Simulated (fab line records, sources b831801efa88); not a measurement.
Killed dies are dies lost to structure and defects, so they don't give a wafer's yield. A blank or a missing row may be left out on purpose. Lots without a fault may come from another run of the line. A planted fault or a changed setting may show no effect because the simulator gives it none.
Chamber matching | flow sky130 | SKY_LI_CONTACT_ETCH_15 on rie_diel-03: 4 sister chambers
The step etches PSG in C4F8/O2/Ar, stops on Si, target depth 600 nm. 8 wafers are shown with their chamber, then 7 later ones without.

WAFERS WITH THEIR CHAMBER
wafer  | chamber | oes_product_au (a.u.)
L445.1 | 1       | 0.840
L445.2 | 2       | 0.839
L445.6 | 0       | 0.849
L447.1 | 2       | 0.843
L447.2 | 1       | 0.842
L447.4 | 3       | 0.840
L448.3 | 0       | 0.851
L448.5 | 3       | 0.842

WAFERS WITHOUT THEIR CHAMBER
wafer  | oes_product_au (a.u.)
L448.6 | 0.843
L449.3 | 0.841
L449.4 | 0.841
L449.5 | 0.835
L450.2 | 0.843
L450.3 | 0.839
L450.4 | 0.855

WHICH CHAMBER EACH WENT THROUGH
wafer  | from the rows above          | in truth
L448.6 | can't be placed: 1 or 2 or 3 | 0
L449.3 | can't be placed: 1 or 2 or 3 | 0
L449.4 | can't be placed: 1 or 2 or 3 | 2
L449.5 | can't be placed: 1 or 2 or 3 | 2
L450.2 | can't be placed: 1 or 2 or 3 | 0
L450.3 | can't be placed: 1 or 2 or 3 | 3
L450.4 | 0                            | 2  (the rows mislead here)
Placed correctly: 0 of 7. Can't be placed from these rows: 6 (the true chamber is among the candidates in 3). Placed wrongly: 1.
How it was worked out, from the rows above alone: a wafer's distance from a chamber is the root of the sum, over the readings, of the square of ((its reading less the chamber's mean) divided by the reading's scatter). The wafer belongs to the nearest chamber; if the next one is less than 2 further off, it can't be placed. A chamber's mean is the mean of its shown wafers. The scatter: the root of (the sum of the squares of (reading less its chamber's mean) over the shown wafers, divided by (wafers less chambers)).
